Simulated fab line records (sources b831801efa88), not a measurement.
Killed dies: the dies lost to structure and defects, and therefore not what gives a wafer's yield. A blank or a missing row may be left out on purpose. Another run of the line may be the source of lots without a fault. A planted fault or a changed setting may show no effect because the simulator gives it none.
fab line records    flow sky130
record: lots: 12  wafers: 36  last_day: 50
route steps=708 shown NWELL@66 SONOS_ONO@185 SD_N@356 METAL1@454
lots that met no fault: taken from a fault-free run of the same line
start_h: start of the lot's first displayed wafer, in hours after the record's first day    wait_h: time in hours since the lot's previous step    " repeats the value in the row above    L1.1+2: a single row standing in for several wafers    - either no value or no given start    * or withheld: withheld    < > ~ a bound
route shown NAME@n: NAME is a module with steps in the file, n the number in the route of the first one    usual: mean/standard deviation of fault-free wafers    same: alike in all rows    chamber/n: place in a boat    sites: the reading at each site    _std_site: the standard deviation of these    _edge_site: mean of outer sites minus mean of inner sites    radius_mm: for every site, how far away it sits from the centre of the wafer    mask NAME#n: copy n    behind: the last tool/chamber to shape the wafer    hold: what put the lot on hold/how long, in hours/how the hold closed    device: names the non-switching transistor (n, p or np)    end of line: tests run on the same wafers once the route is complete    for a step that has no rows: nothing shown but its recipe    killed: the dies lost at the first sort to structure and to defects; this is not the yield of the wafer    map: a wafer's dies, marking killed ones x, the rest . and places with no die _
set.NAME: the setting the step ran with; set.NAME@STEP: the setting that earlier step ran with    model.NAME: the simulator's own value behind a step, which no gauge read
one table for each step of the route and one row for each wafer, over a sample of lots
services: the hour from which a tool's chamber was out of use, counted from the record's first day as start_h (under 0 if before that day), plus the number of hours and why
== steps ==
step: SKY_NWELL_IMPLANT_13
recipe: species: P  energy_kev: 50  dose_cm2: 7e+11  tilt_deg: withheld
usual: dose_ions_cm2: 6.999e+11/8.9e+08
lot.wafer  tool          chamber  start_h  wait_h  dose_ions_cm2
L470.2     implanter-04  0        86.48    0.1     6.985e+11
L470.3     "             0        "        "       7.002e+11
L470.4     "             0        "        "       6.991e+11
L471.1     implanter-04  0        93.50    0.1     7.002e+11
L471.5     "             0        "        "       6.998e+11
L471.6     "             0        "        "       7.004e+11
L474.1     implanter-03  0        112.26   0.1     6.99e+11
L474.4     "             0        "        "       6.996e+11
L474.6     "             0        "        "       7.004e+11
L475.1     implanter-02  0        117.40   0.1     7.015e+11
L475.3     "             0        "        "       7.012e+11
L475.5     "             0        "        "       6.995e+11
L476.3     implanter-02  0        122.55   0.1     6.99e+11
L476.5     "             0        "        "       7.008e+11
L476.6     "             0        "        "       6.98e+11
L477.1     implanter-04  0        127.40   0.1     7.009e+11
L477.3     "             0        "        "       6.991e+11
L477.4     "             0        "        "       7.004e+11
L478.2     implanter-02  0        133.84   0.1     6.998e+11
L478.5     "             0        "        "       6.995e+11
L478.6     "             0        "        "       7.013e+11
L479.3     implanter-02  0        139.00   0.1     6.996e+11
L479.4     "             0        "        "       6.978e+11
L479.6     "             0        "        "       6.992e+11
L483.1     implanter-02  0        162.80   0.1     6.88e+11
L483.2     "             0        "        "       6.884e+11
L483.4     "             0        "        "       6.88e+11
L485.4     implanter-02  0        184.69   0.1     6.882e+11
L485.5     "             0        "        "       6.873e+11
L485.6     "             0        "        "       6.87e+11
L490.1     implanter-04  0        206.15   0.1     7.003e+11
L490.5     "             0        "        "       6.997e+11
L490.6     "             0        "        "       7.002e+11
L493.2     implanter-04  0        220.28   0.1     7.023e+11
L493.4     "             0        "        "       7.01e+11
L493.5     "             0        "        "       7.004e+11
step: SKY_SONOS_ONO_STRIP_17
recipe: chemistry: O2/N2  power_w: 1400  pressure_mtorr: 1500  platen_temp_c: withheld  o2_flow_sccm: 3000  n2_flow_sccm: 300  overash_fraction: 0.5
usual: drypump_motor_current_A: 5.59/0.23  oes_product_au: 0.710/0.0046  strip_time_to_endpoint_s: 14.12/0.035
lot.wafer  tool             chamber  start_h  wait_h  drypump_motor_current_A  oes_product_au  rf_hours_counter_h  strip_time_to_endpoint_s
L470.2     plasma_asher-03  0        277.73   0.0     5.28                     0.709           44                  14.15
L470.3     "                1        "        "       5.78                     0.711           -                   14.13
L470.4     "                0        "        "       5.27                     0.704           -                   14.13
L471.1     plasma_asher-03  1        286.16   0.0     5.76                     0.711           45                  14.13
L471.5     "                1        "        "       5.80                     0.713           -                   14.12
L471.6     "                0        "        "       5.27                     0.714           -                   14.11
L474.1     plasma_asher-03  1        317.04   0.0     5.76                     0.707           48                  14.06
L474.4     "                0        "        "       5.24                     0.712           -                   14.04
L474.6     "                1        "        "       5.78                     0.712           -                   14.11
L475.1     plasma_asher-03  0        322.18   0.0     5.25                     0.715           48                  14.04
L475.3     "                1        "        "       5.77                     0.710           -                   14.10
L475.5     "                0        "        "       5.28                     0.707           -                   14.07
L476.3     plasma_asher-01  0        327.58   0.0     5.56                     0.713           -                   14.07
L476.5     "                1        "        "       5.46                     0.713           -                   14.10
L476.6     "                0        "        "       5.55                     0.708           -                   14.11
L477.1     plasma_asher-03  1        337.08   0.0     5.75                     0.712           50                  14.12
L477.3     "                1        "        "       5.74                     0.711           -                   14.12
L477.4     "                0        "        "       5.25                     0.705           -                   14.09
L478.2     plasma_asher-01  0        350.64   0.0     5.57                     0.714           24                  14.11
L478.5     "                1        "        "       5.46                     0.710           -                   14.13
L478.6     "                0        "        "       5.58                     0.716           -                   14.10
L479.3     plasma_asher-01  1        358.08   0.0     5.45                     0.709           -                   14.14
L479.4     "                0        "        "       5.55                     0.717           -                   14.17
L479.6     "                1        "        "       5.46                     0.708           -                   14.14
L483.1     plasma_asher-03  1        389.01   0.0     5.78                     0.714           55                  14.16
L483.2     "                0        "        "       5.29                     0.712           55                  14.17
L483.4     "                1        "        "       5.78                     0.711           -                   14.11
L485.4     plasma_asher-03  0        416.54   0.0     5.26                     0.711           -                   14.14
L485.5     "                0        "        "       5.27                     0.713           -                   14.15
L485.6     "                1        "        "       5.69                     0.701           -                   14.16
L490.1     plasma_asher-01  0        447.58   0.0     5.59                     0.712           34                  14.09
L490.5     "                1        "        "       5.46                     0.715           -                   14.08
L490.6     "                0        "        "       5.58                     0.702           -                   14.11
L493.2     plasma_asher-04  0        470.75   0.0     5.65                     0.707           4                   14.09
L493.4     "                0        "        "       5.66                     0.715           -                   14.13
L493.5     "                0        "        "       5.67                     0.708           -                   14.14
step: SKY_SD_N_RTA_14
recipe: temp_c: 1075  time_s: 2  idle_temp_c: 650  ramp_up_c_per_s: 150  ramp_down_c_per_s: 90  ambient: N2
usual: lamp_power_pct: 15.74/0.053  ramp_up_c_per_s: 150.00/0.028  wafer_temp_C_max: 1077.9/1.3
lot.wafer  tool           chamber  start_h  wait_h  lamp_power_pct  ramp_up_c_per_s  wafer_temp_C_max
L470.2     rtp_anneal-02  0        642.74   0.0     15.78           150.03           1078.7
L470.3     "              0        "        "       15.81           149.96           1080.0
L470.4     "              0        "        "       15.76           150.04           1078.6
L471.1     rtp_anneal-01  0        662.96   0.0     15.61           150.01           1077.2
L471.5     "              0        "        "       15.63           150.03           1076.5
L471.6     "              0        "        "       15.70           150.00           1080.5
L474.1     rtp_anneal-02  0        685.29   0.0     15.75           149.97           1076.2
L474.4     "              0        "        "       15.67           150.02           1078.6
L474.6     "              0        "        "       15.75           150.02           1077.7
L475.1     rtp_anneal-01  0        693.75   0.0     15.73           150.00           1075.9
L475.3     "              0        "        "       15.79           150.02           1077.1
L475.5     "              0        "        "       15.80           149.97           1077.7
L476.3     rtp_anneal-02  0        700.36   0.0     15.77           150.00           1076.1
L476.5     "              0        "        "       15.76           149.93           1077.8
L476.6     "              0        "        "       15.73           149.97           1076.5
L477.1     rtp_anneal-01  0        711.08   0.0     15.72           149.99           1078.0
L477.3     "              0        "        "       15.73           149.97           1078.4
L477.4     "              0        "        "       15.75           150.01           1078.6
L478.2     rtp_anneal-02  0        724.59   0.0     15.76           149.99           1081.8
L478.5     "              0        "        "       15.77           149.97           1077.0
L478.6     "              0        "        "       15.75           150.01           1076.7
L479.3     rtp_anneal-01  0        730.35   0.0     15.72           149.94           1079.5
L479.4     "              0        "        "       15.68           150.02           1078.3
L479.6     "              0        "        "       15.70           150.02           1077.3
L483.1     rtp_anneal-01  0        756.05   0.0     15.75           150.01           1077.6
L483.2     "              0        "        "       15.72           150.02           1076.5
L483.4     "              0        "        "       15.76           150.01           1078.6
L485.4     rtp_anneal-01  0        783.16   0.0     15.78           150.04           1078.1
L485.5     "              0        "        "       15.89           149.98           1077.4
L485.6     "              0        "        "       15.82           150.10           1077.6
L490.1     rtp_anneal-01  0        808.35   0.0     15.75           150.03           1079.2
L490.5     "              0        "        "       15.71           150.02           1080.1
L490.6     "              0        "        "       15.70           149.99           1075.9
L493.2     rtp_anneal-01  0        828.40   0.0     15.78           149.96           1077.4
L493.4     "              0        "        "       15.72           150.01           1076.6
L493.5     "              0        "        "       15.74           150.01           1079.2
step: SKY_METAL1_STRIP_20
recipe: chemistry: O2/N2  power_w: 1400  pressure_mtorr: 1500  platen_temp_c: withheld  o2_flow_sccm: 3000  n2_flow_sccm: 300  overash_fraction: 0.5
usual: drypump_motor_current_A: 5.59/0.21  oes_product_au: 0.343/0.0054  strip_time_to_endpoint_s: 2.71/0.045
lot.wafer  tool             chamber  start_h  wait_h  drypump_motor_current_A  oes_product_au  rf_hours_counter_h  strip_time_to_endpoint_s
L470.2     plasma_asher-01  1        759.70   0.1     5.45                     0.349           65                  2.75
L470.3     "                0        "        "       5.57                     0.342           -                   2.77
L470.4     "                1        "        "       5.44                     0.338           -                   2.75
L471.1     plasma_asher-04  0        780.81   0.1     5.66                     0.336           35                  2.72
L471.5     "                0        "        "       5.66                     0.338           -                   2.70
L471.6     "                1        "        "       5.94                     0.335           -                   2.71
L474.1     plasma_asher-01  0        800.32   0.1     5.58                     0.350           69                  2.75
L474.4     "                1        "        "       5.45                     0.343           -                   2.74
L474.6     "                1        "        "       5.45                     0.340           -                   2.71
L475.1     plasma_asher-03  1        808.32   0.1     5.78                     0.340           98                  2.72
L475.3     "                1        "        "       5.74                     0.350           -                   2.66
L475.5     "                0        "        "       5.27                     0.345           -                   2.73
L476.3     plasma_asher-01  0        814.00   0.1     5.56                     0.347           -                   2.62
L476.5     "                1        "        "       5.46                     0.335           -                   2.68
L476.6     "                0        "        "       5.56                     0.355           -                   2.61
L477.1     plasma_asher-01  0        825.56   0.1     5.58                     0.345           72                  2.74
L477.3     "                0        "        "       5.59                     0.348           -                   2.74
L477.4     "                1        "        "       5.46                     0.348           -                   2.72
L478.2     plasma_asher-03  1        836.92   0.1     5.71                     0.345           101                 2.71
L478.5     "                1        "        "       5.73                     0.352           -                   2.70
L478.6     "                0        "        "       5.28                     0.334           -                   2.68
L479.3     plasma_asher-01  1        843.11   0.2     5.45                     0.339           -                   2.72
L479.4     "                0        "        "       5.57                     0.347           -                   2.69
L479.6     "                0        "        "       5.57                     0.338           -                   2.70
L483.1     plasma_asher-01  1        866.96   0.1     5.45                     0.332           76                  2.64
L483.2     "                0        "        "       5.57                     0.345           76                  2.71
L483.4     "                0        "        "       5.57                     0.341           -                   2.71
L485.4     plasma_asher-04  1        892.54   0.1     5.91                     0.341           -                   2.67
L485.5     "                0        "        "       5.65                     0.341           -                   2.68
L485.6     "                1        "        "       5.95                     0.342           -                   2.64
L490.1     plasma_asher-03  1        915.87   0.1     5.81                     0.346           109                 2.68
L490.5     "                0        "        "       5.26                     0.342           -                   2.67
L490.6     "                1        "        "       5.80                     0.345           -                   2.76
L493.2     plasma_asher-04  1        936.49   0.1     5.93                     0.344           50                  2.73
L493.4     "                1        "        "       5.92                     0.342           -                   2.69
L493.5     "                1        "        "       5.93                     0.352           -                   2.79
== services ==
tool             chamber  start_h  hours  kind
implanter-02     -        80.70    1.7    repair
implanter-02     -        87.36    3.1    repair
implanter-02     -        88.90    15.2   repair
plasma_asher-01  -        108.79   9.0    pm
plasma_asher-03  -        130.44   32.8   pm
implanter-02     -        145.40   4.6    repair
implanter-02     -        180.64   0.8    repair
plasma_asher-01  -        191.64   2.0    repair
plasma_asher-03  -        195.75   4.3    repair
implanter-02     -        310.71   5.7    pm
implanter-02     -        318.65   1.3    repair
plasma_asher-03  -        342.79   1.5    repair
plasma_asher-03  -        447.78   2.5    repair
implanter-02     -        506.46   3.9    repair
rtp_anneal-01    -        624.81   7.1    pm
implanter-02     -        657.90   6.5    repair
plasma_asher-01  -        666.92   6.6    repair
implanter-02     -        710.68   4.7    repair
plasma_asher-03  -        763.55   2.8    pm
implanter-02     -        799.82   5.1    pm
plasma_asher-03  -        803.37   1.1    repair
implanter-02     -        861.60   1.8    repair
plasma_asher-01  -        906.84   2.8    pm
plasma_asher-01  -        925.67   0.8    repair
== key ==
first_sign: step: SKY_NWELL_IMPLANT_13  reading: dose_ions_cm2  direction: down  sigmas: 14  usual: *  struck: *
effect none on later readings
met_at SKY_NWELL_IMPLANT_13
struck_lots L483,L485
tester_left_out L483,L485
not_acting_at SKY_SONOS_ONO_STRIP_17,SKY_SD_N_RTA_14,SKY_METAL1_STRIP_20
onset_between 139.00 162.80
fault: kind: process_parameter_drift  tool: implanter-02  chamber: -  onset_h: 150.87  steps: SKY_NWELL_IMPLANT_13  channel: dose_cm2  offset: *  shape: step  end_h: 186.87  acts_in: *  stated: *
tester_left_out: of these lots the tester's yield and bins aren't shown, on N5 and GAA mostly nor the transistor test; their killed dies are dies lost to structure and defects alone, not to doping, threshold or leakage, so they don't give the yield
